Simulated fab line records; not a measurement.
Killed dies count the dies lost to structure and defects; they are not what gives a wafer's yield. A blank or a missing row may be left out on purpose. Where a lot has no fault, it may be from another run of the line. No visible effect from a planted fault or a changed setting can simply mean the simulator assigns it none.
A single fault, viewed from 2 desks    flow sky130    each desk holds nothing but its own numbers, with what lay behind them at the end

## THE METROLOGY DESK
Lot by lot, what the gauges showed, no matter which tool ran the lot: averages of those sampled wafers that carry a number. Marked OUT: a lot whose mean sits more than 4 standard deviations from the usual mean, which makes it out of limits; the brackets give that distance.
Columns: A = METAL5_ALCU_RS at SKY_METAL5_RS_MEAS_05, usual 0.0271 ohm/sq; B = METAL5_ALCU_THK at SKY_METAL5_THK_MEAS_06, usual 1163 nm
lot   first seen here  A       B
L964  day 44 21:40     0.0272  1147
L966  day 45 00:35     0.0272  1153
L975  day 46 16:08     0.0273  1162
L979  day 47 18:40     0.0270  1177
L981  day 47 23:05     0.0270  1164
This desk's finding: nothing out of limits on any of the 5 lots.

## AT THE TOOL OWNER'S DESK: rieMetal-03
The tool's own readings at SKY_METAL5_METAL_ETCH_15 (etches the open film in Cl2/BCl3, stops on SiO2, target depth 1260 nm, time 252 s): means of the sampled wafers that have a number, for each lot that ran on this tool. Marked OUT: a lot whose mean sits more than 4 standard deviations from the usual mean, which makes it out of limits; the brackets give that distance.
Columns: A = drypumpMotorCurrentA at SKY_METAL5_METAL_ETCH_15, usual 5.8 A; B = oesProductAu at SKY_METAL5_METAL_ETCH_15, usual 0.894 a.u.; C = rfFwdPowerW at SKY_METAL5_METAL_ETCH_15, usual 897.2 W; D = throttleValvePct at SKY_METAL5_METAL_ETCH_15, usual 22.264 %
lot   first seen here  A    B                 C      D
L964  day 45 18:47     5.6  0.892             895.3  22.261
L975  day 47 11:34     5.6  0.857 (-7.2) OUT  898.4  22.265
This desk finds L975 out of limits, L975 being first, at day 47 11:34 (oesProductAu at SKY_METAL5_METAL_ETCH_15). In limits: L964.

## TAKEN TOGETHER
An alarm could have come from the tool owner's desk at day 47 11:34, on L975.
Nothing out of limits was seen by the metrology desk.
The metrology desk holds a record of L975, inside its limits.
The lots listed all ran SKY_METAL5_METAL_ETCH_15 on rieMetal-03.

## WHAT HAD BEEN PUT IN BY THE SIMULATOR
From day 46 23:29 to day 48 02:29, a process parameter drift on rieMetal-03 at SKY_METAL5_METAL_ETCH_15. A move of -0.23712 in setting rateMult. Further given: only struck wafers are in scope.
Lots struck among those shown: L975.
Hours from the fault's start to each desk's first reading out of limits: the tool owner's desk, 12.
